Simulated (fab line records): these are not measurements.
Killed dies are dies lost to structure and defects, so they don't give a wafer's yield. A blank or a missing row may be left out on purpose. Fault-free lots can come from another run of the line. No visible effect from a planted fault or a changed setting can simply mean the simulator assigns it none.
A single fault, viewed from 2 desks || flow sfq line || only its own numbers are on each desk; what lay behind them is given at the end

== DESK OF THE TOOL OWNER: rie metal-02 ==
The tool's own readings at SFQ_TRILAYER_M2_ETCH_METAL_ETCH_060 (etches Nb in Cl2/Ar, stops on SiO2, target depth 240 nm, time 120 s): means of the sampled wafers that have a number, for each lot that ran on this tool. Any lot whose mean is over 4 standard deviations away from the usual mean is out of limits and marked OUT; that distance is given in the brackets.
Columns: A = drypump motor current A at SFQ_TRILAYER_M2_ETCH_METAL_ETCH_060, usual 5.4 A; B = oes product au at SFQ_TRILAYER_M2_ETCH_METAL_ETCH_060, usual 0.892 a.u.; C = rf fwd power W at SFQ_TRILAYER_M2_ETCH_METAL_ETCH_060, usual 597.6 W; D = run length s at SFQ_TRILAYER_M2_ETCH_METAL_ETCH_060, usual 148.33 s
{"lot": "L388", "first seen here": "day 19 21:38", "A": 5.9, "B": 0.892, "C": 596.2, "D": 148.27}
{"lot": "L393", "first seen here": "day 21 10:31", "A": 5.8, "B": 0.890, "C": 597.7, "D": 148.49}
{"lot": "L394", "first seen here": "day 21 14:01", "A": 5.9, "B": "1.002 (+14) OUT", "C": "-", "D": "123.22 (-93) OUT"}
{"lot": "L395", "first seen here": "day 21 22:23", "A": 5.8, "B": "1.007 (+15) OUT", "C": "-", "D": "123.19 (-93) OUT"}
This desk finds L394, L395 out of limits, L394 being first, at day 21 14:01 (oes product au at SFQ_TRILAYER_M2_ETCH_METAL_ETCH_060). L388, L393: within limits.

== FROM THE METROLOGY DESK ==
What the gauges read, lot by lot, whatever tool the lot ran on: means of the sampled wafers that have a number. Any lot whose mean is over 4 standard deviations away from the usual mean is out of limits and marked OUT; that distance is given in the brackets.
Columns: A = M2_NB_RS at SFQ_M2_RS_MEAS_914, usual 0.893 ohm/sq; B = M2_OVL at SFQ_M2_OVL_MEAS_916, usual -3 nm; C = I2_BOW at SFQ_I2_BOW_MEAS_917, usual 4 um; D = I2_OVL at SFQ_I2_OVL_MEAS_918, usual -7 nm; E = M3_NB_RS at SFQ_M3_RS_MEAS_919, usual 0.889 ohm/sq; F = M3_OVL at SFQ_M3_OVL_MEAS_921, usual -1 nm; G = M8_BOW at SFQ_M8_BOW_MEAS_951, usual 12 um
{"lot": "L388", "first seen here": "day 17 03:31", "A": 0.891, "B": -8, "C": 5, "D": -16, "E": 0.893, "F": -2, "G": 20}
{"lot": "L393", "first seen here": "day 18 19:04", "A": 0.900, "B": -9, "C": 1, "D": 0, "E": 0.891, "F": 4, "G": -4}
{"lot": "L394", "first seen here": "day 18 21:28", "A": 0.889, "B": 4, "C": 3, "D": -8, "E": 0.886, "F": -8, "G": 12}
{"lot": "L395", "first seen here": "day 19 05:50", "A": 0.883, "B": 0, "C": -5, "D": -10, "E": 0.885, "F": 5, "G": -3}
{"lot": "L402", "first seen here": "day 21 22:10", "A": 0.897, "B": 1, "C": 3, "D": -7, "E": 0.883, "F": 2, "G": 19}
{"lot": "L406", "first seen here": "day 23 00:07", "A": 0.907, "B": 3, "C": 10, "D": -4, "E": 0.883, "F": -1, "G": 21}
This desk's finding: nothing out of limits on any of the 6 lots.

== TAKEN TOGETHER ==
At day 21 14:01, on L394, L395, the tool owner's desk was in a position to raise an alarm.
Nothing out of limits was seen by the metrology desk.
The metrology desk holds a record of L394, L395, inside its limits.
On rie metal-02, each named lot ran SFQ_TRILAYER_M2_ETCH_METAL_ETCH_060.

== WHAT THE SIMULATOR PUT IN ==
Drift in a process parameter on rie metal-02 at SFQ_TRILAYER_M2_ETCH_METAL_ETCH_060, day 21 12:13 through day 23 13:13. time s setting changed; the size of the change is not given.
Lots struck among those shown: L394, L395.
How many hours passed from the start of the fault until each desk's first out-of-limits reading: the tool owner's desk, 2.
